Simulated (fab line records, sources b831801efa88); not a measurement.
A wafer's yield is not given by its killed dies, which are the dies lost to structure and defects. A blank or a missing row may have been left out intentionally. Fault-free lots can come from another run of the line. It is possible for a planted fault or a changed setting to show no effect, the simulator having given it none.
Commonality check across tools ; flow sky130 ; 13 lots, 39 wafers sampled

== WHAT PROMPTED THE OPENING ==
Of 13 lots, 2 have the reading POLY_CUT_OVL flagged at SKY_POLY_CUT_OVL_MEAS_09. No-fault wafers: -2 nm, standard deviation 5.
Rule: a lot gets a flag if all its wafers with a number sit over 4 standard deviations from that mean, or if no wafer of it has a number. The other lots count as sound.

lot;measured;on;POLY_CUT_OVL (nm), wafer by wafer;flag
L147;day 24 03:07;overlay-02;-5 -7 -6;
L148;day 24 17:46;overlay-02;2 -6 2;
L149;day 24 22:48;overlay-02;2 10 -2;
L150;day 25 01:38;overlay-02;-2 -8 -3;
L151;day 26 00:12;overlay-01;-2 -7 -3;
L153;day 26 14:32;overlay-02;-9 2 -1;
L154;day 27 02:01;overlay-01;4 -4 -3;
L155;day 27 06:43;overlay-02;-4 -8 -9;
L159;day 28 12:37;overlay-02;3 0 -4;
L160;day 28 22:18;overlay-02;61 61 60;FLAGGED
L163;day 30 04:05;overlay-02;55 52 57;FLAGGED
L165;day 30 12:18;overlay-01;-3 -4 8;
L170;day 32 18:34;overlay-02;4 -7 -4;
Average over the flagged lots: 58 nm; offset from the usual +60 nm, equal to +12 standard deviations.

== WHICH TOOL RAN EACH LOT ==
The record holds 1 process step before the reading, out of a route of 708 steps. Read each cell as the tool, then ch plus the chambers that the sampled wafers visited, then the start.
lot;flag;SKY_POLY_CUT_EXPOSE_05
L147;;krf_scanner-01 ch 0, day 23 11:45
L148;;krf_scanner-02 ch 0, day 24 02:29
L149;;krf_scanner-02 ch 0, day 24 07:47
L150;;krf_scanner-02 ch 0, day 24 11:06
L151;;krf_scanner-01 ch 0, day 25 09:13
L153;;krf_scanner-02 ch 0, day 26 00:53
L154;;krf_scanner-01 ch 0, day 26 11:45
L155;;krf_scanner-02 ch 0, day 26 15:16
L159;;krf_scanner-01 ch 0, day 27 21:45
L160;FLAGGED;krf_scanner-01 ch 0, day 28 08:29
L163;FLAGGED;krf_scanner-01 ch 0, day 29 15:04
L165;;krf_scanner-02 ch 0, day 29 22:08
L170;;krf_scanner-02 ch 0, day 32 05:31
What these steps do:
- SKY_POLY_CUT_EXPOSE_05: exposes mask NPCM, target cd 270 nm.
- SKY_POLY_CUT_OVL_MEAS_09

== FLAGGED AGAINST TOTAL, ONE TOOL AT A TIME (gauges that did the reading follow at the end) ==
step;tool;lots run;flagged;share of the flagged lots;sound lots run after its first flagged lot
SKY_POLY_CUT_EXPOSE_05;krf_scanner-01;6;2;all;0
SKY_POLY_CUT_EXPOSE_05;krf_scanner-02;7;0;none;-
SKY_POLY_CUT_OVL_MEAS_09;overlay-01;3;0;none;-
SKY_POLY_CUT_OVL_MEAS_09;overlay-02;10;2;all;1 (L170)

== WHAT THE TABLE PERMITS ==
Every flagged lot went through 2 rows of the table: krf_scanner-01 at SKY_POLY_CUT_EXPOSE_05 and overlay-02 at SKY_POLY_CUT_OVL_MEAS_09.
- krf_scanner-01 at SKY_POLY_CUT_EXPOSE_05 ran 6 lots, 2 of them flagged. Last sound lot L159 at day 27 21:45, first flagged lot L160 at day 28 08:29; a fault beginning in between fits.
- overlay-02 at SKY_POLY_CUT_OVL_MEAS_09 ran 10 lots, 2 of them flagged. Lots that were sound ran on it after the first flagged one (L170); a persistent fault on the entire tool would not allow that.
One tool is left: krf_scanner-01 at SKY_POLY_CUT_EXPOSE_05.

== WHAT THE SIMULATOR PUT IN ==
Scanner matching overlay: krf_scanner-01, from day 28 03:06 on, at SKY_POLY_CUT_EXPOSE_05. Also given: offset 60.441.
Struck lots among those shown: L160, L163. The rule given above showed the same thing.
